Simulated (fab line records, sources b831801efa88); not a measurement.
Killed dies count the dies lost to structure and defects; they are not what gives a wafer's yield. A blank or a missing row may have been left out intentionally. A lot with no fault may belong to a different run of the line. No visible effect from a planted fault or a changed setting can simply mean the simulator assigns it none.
fab line records | flow sky130
[record] lots = 6 wafers = 18 last-day = 50
route steps=708 shown LDD_P@263 LDD_HVN@267 LDD_HVP@278 PAD_OPEN@708
lots untouched by any fault: they come from a run of this same line in which no faults occurred
start-h: start of the lot's first displayed wafer, in hours after the record's first day | wait-h: hours elapsed since this lot's preceding step | " same as the row above | L1.1+2: a row that stands for several wafers | - either no value or no given start | * or withheld: withheld | < > ~ a bound
route shown NAME@n: NAME is a module with steps in the file, n the number in the route of the first one | usual: mean and standard deviation over wafers with no fault | same: alike in all rows | chamber/n: place in a boat | sites: each site's reading | _std_site: the values' standard deviation | _edge_site: mean of outer sites minus mean of inner sites | radius-mm: for every site, how far away it sits from the centre of the wafer | mask NAME#n: copy n | behind: the tool/chamber that last shaped the wafer | hold: the reason the lot was held/the length of the hold in hours/how it ended | device: which transistor (n, p or np) failed to switch | end of line: tests run on the same wafers once the route is complete | a step with no rows: only its recipe | killed: at the first sort, the dies lost to defects and structure; wafer yield is something else | map: the dies of a wafer, with x for killed, . for not killed, _ for no die there
set.NAME: the setting as run; set.NAME@STEP: as run at that earlier step | model.NAME: the simulator's own value behind a step, which no gauge read
certain route steps with their lots: each step a table, each wafer a row
services: the hour from which a tool's chamber was out of use, counted from the record's first day as start-h (under 0 if before that day), plus the number of hours and why
[[steps]]
[step SKY_LDD_P_OVL_MEAS_08]
[usual] LDD_P_OVL = -1.3/1.4
// columns lot.wafer tool chamber start-h wait-h LDD_P_OVL[nm]
L211.4 overlay-01 - 466.65 0.1 0.4
L211.5 " - " " -0.2
L211.6 " - " " -0.5
L212.2 overlay-01 - 473.98 0.1 -1.1
L212.4 " - " " -1.3
L212.5 " - " " -3.2
L220.3 overlay-02 - 543.13 0.1 -1.4
L220.5 " - " " -0.9
L220.6 " - " " -0.8
L223.1 overlay-02 - 558.68 0.1 -1.5
L223.3 " - " " 0.4
L223.6 " - " " 1.2
L228.2 overlay-02 - 627.89 0.1 0.5
L228.3 " - " " -1.0
L228.6 " - " " -0.8
L231.1 overlay-01 - 633.22 0.1 -1.8
L231.4 " - " " -1.4
L231.6 " - " " -0.1
[step SKY_LDD_P_IMPLANT_09]
[recipe] species = BF2 energy-kev = 25 dose-cm2 = 1e+13 tilt-deg = withheld
[step SKY_LDD_P_STRIP_10]
[recipe] chemistry = O2/N2 power-w = 1400 pressure-mtorr = 1500 platen-temp-c = withheld o2-flow-sccm = 3000 n2-flow-sccm = 300 overash-fraction = 0.5
[usual] drypump-motor-current-A = 5.7/0.6 n2-flow-sccm = 299.9/0.99 oes-product-au = 0.716/0.0047 strip-time-to-endpoint-s = 14.19/0.037
// columns lot.wafer tool chamber start-h wait-h drypump-motor-current-A n2-flow-sccm oes-product-au rf-hours-counter-h strip-time-to-endpoint-s
L211.4 plasma-asher-04 1 466.85 0.1 5.4 298.3 0.720 - 14.19
L211.5 " 0 " " 6.7 298.8 0.711 - 14.18
L211.6 " 1 " " 5.4 299.1 0.703 - 14.23
L212.2 plasma-asher-04 0 474.16 0.1 6.6 298.7 0.715 65 14.26
L212.4 " 1 " " 5.4 301.0 0.716 - 14.23
L212.5 " 1 " " 5.4 301.0 0.721 - 14.25
L220.3 plasma-asher-01 1 543.34 0.1 4.9 301.0 0.720 - 14.15
L220.5 " 0 " " 5.7 301.3 0.720 - 14.18
L220.6 " 1 " " 5.0 298.8 0.715 - 14.19
L223.1 plasma-asher-03 0 558.87 0.1 6.1 298.3 0.714 42 14.21
L223.3 " 0 " " 6.1 300.8 0.722 - 14.17
L223.6 " 1 " " 5.1 299.3 0.723 - 14.20
L228.2 plasma-asher-01 0 628.07 0.1 5.7 299.5 0.716 19 14.10
L228.3 " 0 " " 5.7 299.0 0.717 - 14.12
L228.6 " 1 " " 5.0 300.4 0.714 - 14.13
L231.1 plasma-asher-01 0 633.41 0.1 5.7 299.7 0.715 20 14.14
L231.4 " 0 " " 5.7 300.2 0.710 - 14.22
L231.6 " 0 " " 5.7 300.3 0.710 - 14.18
[step SKY_LDD_P_TW_MEAS_11]
[usual] LDD_P_TW = 632/5.9
// columns lot.wafer tool chamber start-h wait-h LDD_P_TW
L211.4 film-metro-02 - 466.95 0.1 633
L211.5 " - " " 631
L211.6 " - " " 637
L212.2 film-metro-04 - 474.27 0.1 628
L212.4 " - " " 628
L212.5 " - " " 629
L220.3 film-metro-04 - 543.43 0.1 629
L220.5 " - " " 631
L220.6 " - " " 629
L223.1 film-metro-04 - 558.97 0.1 619
L223.3 " - " " 623
L223.6 " - " " 621
L228.2 film-metro-04 - 628.18 0.1 627
L228.3 " - " " 622
L228.6 " - " " 624
L231.1 film-metro-04 - 633.51 0.1 620
L231.4 " - " " 624
L231.6 " - " " 626
[step SKY_LDD_HVN_DEHYDRATE_00]
[recipe] temp-c = 200 time-s = 60
[step SKY_LDD_HVN_HMDS_01]
[recipe] prime-time-s = 60 prime-temp-c = 120
[step SKY_LDD_HVN_COAT_02]
[recipe] resist = NOVOLAK spin-rpm = 3000 resist-thk-nm = 300
[step SKY_LDD_HVN_SOFTBAKE_03]
[recipe] temp-c = 90 time-s = 60 resist = NOVOLAK
[step SKY_LDD_HVN_EXPOSE_04]
[recipe] mask-id = HVNTM na = 0.6 source-shape = conventional sigma-outer = 0.6 polarization = unpolarized target-cd-nm = 700 dose-mj = 127
[step SKY_LDD_HVN_PEB_05]
[recipe] temp-c = withheld time-s = * resist = NOVOLAK
[step SKY_LDD_HVN_DEVELOP_06]
[recipe] resist = NOVOLAK developer = TMAH develop-time-s = 60 dev-temp-c = 23
[step SKY_LDD_HVN_OVL_MEAS_07]
[usual] LDD_HVN_OVL = -0.7/1.1
// columns lot.wafer tool chamber start-h wait-h LDD_HVN_OVL[nm]
L211.4 overlay-02 - 496.57 0.1 2.2
L211.5 " - " " -1.2
L211.6 " - " " -0.5
L212.2 overlay-01 - 504.91 0.1 -0.4
L212.4 " - " " 0.8
L212.5 " - " " 0.3
L220.3 overlay-01 - 572.98 0.1 -2.1
L220.5 " - " " 0.7
L220.6 " - " " -2.3
L223.1 overlay-02 - 588.11 0.1 -0.6
L223.3 " - " " 1.4
L223.6 " - " " -0.8
L228.2 overlay-02 - 656.41 0.1 -1.0
L228.3 " - " " 0.4
L228.6 " - " " -2.2
L231.1 overlay-02 - 661.45 0.1 -0.5
L231.4 " - " " -0.9
L231.6 " - " " -1.9
[step SKY_LDD_HVN_IMPLANT_08]
[recipe] species = P energy-kev = 60 dose-cm2 = 3e+13 tilt-deg = 40
[usual] beam-energy-keV = 60.001/0.016
[same] implant-ion-amu = 31
// columns lot.wafer tool chamber start-h wait-h beam-energy-keV model.implant.rp-nm model.implant.drp-nm
L211.4 implanter-01 0 496.66 0.1 59.963 57.14 28.15
L211.5 " 0 " " 59.996 57.14 28.15
L211.6 " 0 " " 59.984 57.14 28.15
L212.2 implanter-01 0 504.96 0.0 59.982 57.38 28.15
L212.4 " 0 " " 60.022 57.38 28.15
L212.5 " 0 " " 60.017 57.38 28.15
L220.3 implanter-01 0 573.05 0.1 77.286 72.53 35.01
L220.5 " 0 " " 77.258 72.53 35.01
L220.6 " 0 " " 77.272 72.53 35.01
L223.1 implanter-01 0 588.15 0.0 77.271 74.51 35.01
L223.3 " 0 " " 77.284 74.51 35.01
L223.6 " 0 " " 77.275 74.51 35.01
L228.2 implanter-03 0 656.46 0.0 60.008 54.2 28.15
L228.3 " 0 " " 60.015 54.2 28.15
L228.6 " 0 " " 60.011 54.2 28.15
L231.1 implanter-04 0 661.49 0.0 60.008 56.21 28.15
L231.4 " 0 " " 60.033 56.21 28.15
L231.6 " 0 " " 60.017 56.21 28.15
[step SKY_LDD_HVN_STRIP_09]
[recipe] chemistry = O2/N2 power-w = 1400 pressure-mtorr = 1500 platen-temp-c = withheld o2-flow-sccm = 3000 n2-flow-sccm = 300 overash-fraction = 0.5
[usual] drypump-motor-current-A = 5.8/0.52 n2-flow-sccm = 300.0/0.91 oes-product-au = 0.408/0.0046 strip-time-to-endpoint-s = 4.138/0.016
// columns lot.wafer tool chamber start-h wait-h drypump-motor-current-A n2-flow-sccm oes-product-au rf-hours-counter-h strip-time-to-endpoint-s
L211.4 plasma-asher-04 0 496.77 0.1 6.7 298.9 0.415 - 4.147
L211.5 " 0 " " 6.6 298.6 0.404 - 4.152
L211.6 " 1 " " 5.4 298.9 0.417 - 4.162
L212.2 plasma-asher-03 0 505.09 0.1 6.1 299.3 0.413 36 4.146
L212.4 " 0 " " 6.1 299.9 0.403 - 4.157
L212.5 " 0 " " 6.1 301.5 0.408 - 4.142
L220.3 plasma-asher-04 0 573.19 0.1 6.6 300.5 0.410 - 4.143
L220.5 " 0 " " 6.6 302.0 0.404 - 4.142
L220.6 " 1 " " 5.4 301.7 0.401 - 4.145
L223.1 plasma-asher-03 1 588.30 0.1 5.1 301.3 0.406 44 4.131
L223.3 " 1 " " 5.1 299.5 0.414 - 4.128
L223.6 " 1 " " 5.1 298.5 0.401 - 4.156
L228.2 plasma-asher-04 0 656.59 0.1 6.6 299.7 0.399 83 4.117
L228.3 " 0 " " 6.6 299.1 0.403 - 4.110
L228.6 " 0 " " 6.6 300.3 0.418 - 4.130
L231.1 plasma-asher-02 1 661.64 0.1 5.8 299.5 0.411 98 4.113
L231.4 " 1 " " 5.8 299.1 0.411 - 4.117
L231.6 " 0 " " 5.7 301.4 0.413 - 4.129
[step SKY_LDD_HVN_TW_MEAS_10]
[usual] LDD_HVN_TW = 1430/12
// columns lot.wafer tool chamber start-h wait-h LDD_HVN_TW
L211.4 film-metro-01 - 496.87 0.1 1417
L211.5 " - " " 1417
L211.6 " - " " 1419
L212.2 film-metro-01 - 505.20 0.1 1406
L212.4 " - " " 1412
L212.5 " - " " 1409
L220.3 film-metro-03 - 573.27 0.1 1531
L220.5 " - " " 1543
L220.6 " - " " 1540
L223.1 film-metro-01 - 588.40 0.1 1504
L223.3 " - " " 1509
L223.6 " - " " 1505
L228.2 film-metro-02 - 656.70 0.1 1443
L228.3 " - " " 1447
L228.6 " - " " 1448
L231.1 film-metro-03 - 661.74 0.1 1431
L231.4 " - " " 1439
L231.6 " - " " 1429
[step SKY_LDD_HVP_DEHYDRATE_00]
[recipe] temp-c = 200 time-s = 60
[step SKY_PAD_OPEN_PROBE_99]
[usual] killed_at_M0_to_M3 = 43/6.6 killed_at_M4_up = 3.0/1.8 killed-at-contacts = 24/5.1 killed-at-front-end = 16/4.5 killed-at-other = 0.3/0.67 killed-dies = 86/9.3 killed-open = 47/6.9 killed-short = 39/6.6
[same] gross-dies = 492 killed-at-back-side = 0
// columns lot.wafer tool chamber start-h wait-h killed_at_M0_to_M3 killed_at_M4_up killed-at-contacts killed-at-front-end killed-at-other killed-dies killed-open killed-short model.etest.tip_n_5v.rs-ohm-sq model.etest.nfet-g5v0d10v5.r-on-ohm-um model.etest.nfet-g5v0d10v5.drive-ua-um model.etest.nfet-g5v0d10v5.vt-sat-v model.etest.nfet-g5v0d10v5.vt-v
L211.5 prober-01 - 1095.59 0.2 41 4 33 16 1 95 45 49 1386 1902 599.1 0.7634 0.8214
L211.6 prober-01 - 1095.64 0.2 46 1 23 14 1 85 44 40 1376 1920 598.9 0.7594 0.8156
L212.2 prober-02 - 1103.67 0.1 37 5 24 8 0 74 40 34 1369 1868 610.5 0.7649 0.8273
L212.4 prober-02 - 1103.77 0.2 45 4 20 22 2 93 51 40 1379 1904 593 0.7786 0.8372
L212.5 prober-02 - 1103.82 0.2 42 4 20 18 2 86 52 29 1373 1869 610.8 0.7627 0.821
L220.3 prober-02 - 1147.99 0.2 44 1 33 7 0 85 49 36 1277 1842 615.6 0.7356 0.8061
L220.5 prober-02 - 1148.09 0.2 44 1 28 13 0 86 48 38 1276 1856 607.5 0.7463 0.8203
L220.6 prober-02 - 1148.14 0.2 49 2 20 15 0 86 54 32 1275 1828 613.2 0.7366 0.8111
L223.1 prober-01 - 1155.38 0.1 45 4 34 17 1 101 56 45 1249 1811 639.1 0.6954 0.7762
L223.3 prober-01 - 1155.48 0.2 49 1 27 22 1 100 54 46 1252 1823 642.2 0.7025 0.7762
L223.6 prober-01 - 1155.63 0.2 50 2 35 17 1 105 54 51 1247 1782 651.9 0.6995 0.7801
L228.2 prober-02 - 1195.18 0.1 43 1 22 21 0 87 48 38 1415 1893 601.7 0.7675 0.8255
L228.3 prober-02 - 1195.23 0.2 38 3 17 21 0 79 39 40 1412 1910 590.2 0.7788 0.831
L228.6 prober-02 - 1195.38 0.2 57 3 19 16 0 95 55 40 1421 1960 588.1 0.7744 0.8331
L231.1 prober-02 - 1197.90 0.1 49 2 32 18 0 101 59 42 1399 1876 608.8 0.759 0.8159
L231.4 prober-02 - 1198.05 0.2 45 3 28 16 0 92 38 53 1408 1894 604.5 0.7604 0.8146
L231.6 prober-02 - 1198.15 0.2 35 0 19 17 0 71 45 26 1396 1869 615.4 0.7462 0.8032
// killed by level:class
L211.5 CONTACT:geometric-particle:open=12 POLY_GATE:geometric-particle:short=10 LOCAL_INTERCONNECT:geometric-particle:short=8 VIA1:geometric-particle:open=8 LI_CONTACT:geometric-particle:open=7 METAL1:geometric-particle:short=7 VIA3:geometric-particle:open=6 METAL2:geometric-particle:short=5
L211.6 VIA1:geometric-particle:open=12 VIA2:geometric-particle:open=8 CONTACT:geometric-particle:open=8 VIA1:geometric-particle:short=7 CONTACT:geometric-particle:short=7 VIA3:geometric-particle:open=7 LOCAL_INTERCONNECT:geometric-particle:short=6 FIELD_ISO:geometric-particle:short=5
L212.2 VIA1:geometric-particle:open=9 LOCAL_INTERCONNECT:geometric-particle:short=8 LI_CONTACT:geometric-particle:open=6 VIA2:geometric-particle:open=6 CONTACT:geometric-particle:open=5 METAL3:geometric-particle:short=5 VIA2:geometric-particle:short=4 VIA3:geometric-particle:open=4
L212.4 VIA1:geometric-particle:open=11 CONTACT:geometric-particle:open=9 METAL2:geometric-particle:short=9 POLY_GATE:geometric-particle:open=8 VIA2:geometric-particle:open=8 POLY_GATE:geometric-particle:short=7 FIELD_ISO:geometric-particle:open=5 CONTACT:geometric-particle:short=5
L212.5 CONTACT:geometric-particle:open=9 VIA1:geometric-particle:open=8 VIA2:geometric-particle:open=8 FIELD_ISO:geometric-particle:open=6 METAL1:geometric-particle:short=6 VIA3:geometric-particle:open=6 POLY_GATE:geometric-particle:short=5 POLY_GATE:geometric-particle:open=4
L220.3 CONTACT:geometric-particle:open=18 VIA1:geometric-particle:open=15 METAL2:geometric-particle:short=6 LOCAL_INTERCONNECT:geometric-particle:short=5 CONTACT:geometric-particle:short=5 VIA2:geometric-particle:short=5 LI_CONTACT:geometric-particle:open=4 VIA2:geometric-particle:open=4
L220.5 VIA1:geometric-particle:open=12 CONTACT:geometric-particle:open=11 METAL1:geometric-particle:short=9 VIA3:geometric-particle:open=8 LI_CONTACT:geometric-particle:open=7 FIELD_ISO:geometric-particle:open=5 LI_CONTACT:geometric-particle:short=5 CONTACT:geometric-particle:short=5
L220.6 VIA1:geometric-particle:open=10 CONTACT:geometric-particle:open=9 VIA3:geometric-particle:open=9 VIA1:geometric-particle:short=6 LI_CONTACT:geometric-particle:open=5 METAL2:geometric-particle:short=5 VIA2:geometric-particle:open=5 FIELD_ISO:geometric-particle:open=3
L223.1 CONTACT:geometric-particle:open=10 LI_CONTACT:geometric-particle:open=9 VIA1:geometric-particle:open=8 CONTACT:geometric-particle:short=7 VIA1:geometric-particle:short=6 VIA3:geometric-particle:open=6 POLY_GATE:geometric-particle:short=5 LOCAL_INTERCONNECT:geometric-particle:short=5
L223.3 VIA2:geometric-particle:open=9 FIELD_ISO:geometric-particle:short=8 CONTACT:geometric-particle:open=8 VIA1:geometric-particle:open=8 VIA3:geometric-particle:open=8 FIELD_ISO:geometric-particle:open=7 LI_CONTACT:geometric-particle:open=6 VIA1:geometric-particle:short=6
L223.6 CONTACT:geometric-particle:open=16 LI_CONTACT:geometric-particle:open=9 METAL1:geometric-particle:short=9 VIA3:geometric-particle:open=9 VIA1:geometric-particle:open=7 LOCAL_INTERCONNECT:geometric-particle:short=6 VIA2:geometric-particle:open=6 METAL2:geometric-particle:short=5
L228.2 CONTACT:geometric-particle:open=12 VIA1:geometric-particle:open=11 VIA2:geometric-particle:open=7 METAL2:geometric-particle:short=6 FIELD_ISO:geometric-particle:short=5 VIA3:geometric-particle:short=5 CONTACT:geometric-particle:short=4 VIA3:geometric-particle:open=4
L228.3 VIA1:geometric-particle:open=8 POLY_GATE:geometric-particle:open=6 LOCAL_INTERCONNECT:geometric-particle:short=6 METAL2:geometric-particle:short=6 FIELD_ISO:geometric-particle:short=5 POLY_GATE:geometric-particle:short=5 CONTACT:geometric-particle:open=5 VIA1:geometric-particle:short=5
L228.6 VIA1:geometric-particle:open=19 CONTACT:geometric-particle:open=10 VIA1:geometric-particle:short=9 FIELD_ISO:geometric-particle:short=6 METAL1:geometric-particle:short=6 VIA3:geometric-particle:open=6 POLY_GATE:geometric-particle:open=5 METAL2:geometric-particle:short=5
L231.1 VIA1:geometric-particle:open=16 LI_CONTACT:geometric-particle:open=12 CONTACT:geometric-particle:open=10 VIA2:geometric-particle:open=7 VIA1:geometric-particle:short=6 METAL1:geometric-particle:short=6 FIELD_ISO:geometric-particle:short=5 LOCAL_INTERCONNECT:geometric-particle:short=5
L231.4 METAL1:geometric-particle:short=12 CONTACT:geometric-particle:open=11 LI_CONTACT:geometric-particle:open=6 VIA2:geometric-particle:open=6 FIELD_ISO:geometric-particle:short=5 CONTACT:geometric-particle:short=5 VIA2:geometric-particle:short=5 FIELD_ISO:geometric-particle:open=4
L231.6 CONTACT:geometric-particle:open=7 POLY_GATE:geometric-particle:short=7 VIA1:geometric-particle:open=7 VIA2:geometric-particle:open=7 VIA3:geometric-particle:open=6 LI_CONTACT:geometric-particle:open=6 METAL2:geometric-particle:short=6 METAL1:geometric-particle:short=4
[[services]]
// columns tool chamber start-h hours kind
implanter-01 - 484.08 1.9 repair
implanter-03 - 487.36 4.8 pm
plasma-asher-02 - 514.95 0.7 repair
implanter-04 - 536.91 0.7 repair
implanter-01 - 659.91 2.6 repair
[[key]]
[first-sign] step = SKY_LDD_HVN_IMPLANT_08 reading = beam-energy-keV direction = up sigmas = 99+ usual = * struck = *
[effect] step = SKY_LDD_HVN_TW_MEAS_10 reading = LDD_HVN_TW direction = up sigmas = 7.5 usual = 1430 struck = 1522
[model-effect] step = SKY_LDD_HVN_IMPLANT_08 value = implant.rp-nm without = 56.7 struck = 73.52
[model-effect] step = SKY_PAD_OPEN_PROBE_99 value = etest.tip_n_5v.rs-ohm-sq without = 1399 struck = 1263
met-at SKY_LDD_HVN_IMPLANT_08
struck-wafers L220.3,L220.5,L220.6,L223.1,L223.3,L223.6
tester-left-out L220,L223
onset-between 504.96 573.05
[fault] kind = process-parameter-drift tool = implanter-01 chamber = - onset-h = 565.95 steps = SKY_LDD_HVN_IMPLANT_08 channel = energy-kev offset = * shape = step end-h = 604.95 acts-in = * stated = *
// tester-left-out: of these lots the tester's yield and bins aren't shown, on N5 and GAA mostly nor the transistor test; their killed dies are dies lost to structure and defects alone, not to doping, threshold or leakage, so they don't give the yield
